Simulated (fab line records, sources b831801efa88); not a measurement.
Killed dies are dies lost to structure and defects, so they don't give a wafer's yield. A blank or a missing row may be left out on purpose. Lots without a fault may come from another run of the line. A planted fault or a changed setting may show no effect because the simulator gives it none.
A struck lot beside a sound one | flow gf180mcu | 16 steps out of a route of 602
Sound: wafers L829.1, L829.2, L829.4. Struck: wafers L827.1, L827.2, L827.4. The cause comes at the end.
At each step with rows: each side's tool, then ch and its chambers, then its first start. Under that, the readings that differ: sound wafers | struck wafers | difference of the means | sigmas: that difference in standard deviations of wafers without a fault.
alike: readings whose means differ by less than 2 such deviations, and words and numbers that are the same on both sides. not compared: withheld readings, readings that some wafer has no value for, bounds like >300 that may hide the same value, and numbers for which the record gives no deviation and whose values overlap.
The two part at a step that has a row with sigmas, a row that says differs or no value, or rows on one side only. Numbers that don't overlap but have no deviation are shown without sigmas and don't part them. A reading that every wafer of one side lacks parts them only if that side has two wafers or more.

GF_NSD_CD_MEAS_07: target cd 400 nm.
  sound on cd_sem-02, day 16 23:04; struck on cd_sem-02, day 16 07:35
  alike: cd_nm
GF_NSD_OVL_MEAS_08:
  sound on overlay-02, day 16 23:11; struck on overlay-01, day 16 07:43
  reading      | sound        | struck         | difference | sigmas
  NSD_OVL (nm) | 2.7 1.6 -0.4 | -0.9 -2.0 -3.5 | -3.4       | -2
then, 2 steps without rows for these wafers: GF_NSD_IMPLANT_09; GF_NSD_IMPLANT_10.
GF_NSD_STRIP_11: strips in O2/N2.
  sound on plasma_asher-02 ch 0,1, day 16 23:31; struck on plasma_asher-03 ch 0,1, day 16 08:02
  reading                      | sound             | struck            | difference | sigmas
  strip_time_to_endpoint_s (s) | 23.33 23.30 23.31 | 23.41 23.40 23.42 | +0.10      | +3
  alike: drypump_motor_current_A, heater_power_w, oes_product_au, platen_temp_c
  not compared: rf_hours_counter_h
GF_NSD_TW_MEAS_12:
  sound on film_metro-04, day 16 23:37; struck on film_metro-03, day 16 08:08
  reading | sound          | struck         | difference | sigmas
  NSD_TW  | 4176 4164 4182 | 4256 4278 4262 | +91        | +3
then, 6 steps without rows for these wafers: GF_PSD_DEHYDRATE_00 (time 60 s); GF_PSD_HMDS_01 (prime time 60 s); GF_PSD_COAT_02 (resist thk 1000 nm); GF_PSD_SOFTBAKE_03 (time 60 s); GF_PSD_EXPOSE_04 (exposes mask Pplus, target cd 400 nm); GF_PSD_PEB_05.
GF_PSD_DEVELOP_06: develop time 60 s.
  sound on litho_track-02 ch 0, day 17 22:17; struck on litho_track-03 ch 0, day 17 06:25
  alike: exhaust_pa
GF_PSD_CD_MEAS_07: target cd 400 nm.
  sound on cd_sem-02, day 17 22:26; struck on cd_sem-01, day 17 06:34
  reading    | sound             | struck            | difference | sigmas
  cd_nm (nm) | 401.5 399.5 400.6 | 411.8 412.7 413.1 | +12.0      | +6
GF_PSD_OVL_MEAS_08:
  sound on overlay-01, day 17 22:33; struck on overlay-02, day 17 06:41
  alike: PSD_OVL
-- the record jumps here: 14 days lie between the struck wafers' starts before and after (it left off in module PSD and takes up again in module PASSIVATION, whose first step shown is number 602 of the route) --
GF_PASSIVATION_PROBE_99:
  the record has rows for the struck wafers here (prober-02, day 31 14:40) and none for the sound ones

WHERE THEY PART
First at GF_NSD_OVL_MEAS_08; last, within this record, at GF_PASSIVATION_PROBE_99.

WHY: what the simulator had put in
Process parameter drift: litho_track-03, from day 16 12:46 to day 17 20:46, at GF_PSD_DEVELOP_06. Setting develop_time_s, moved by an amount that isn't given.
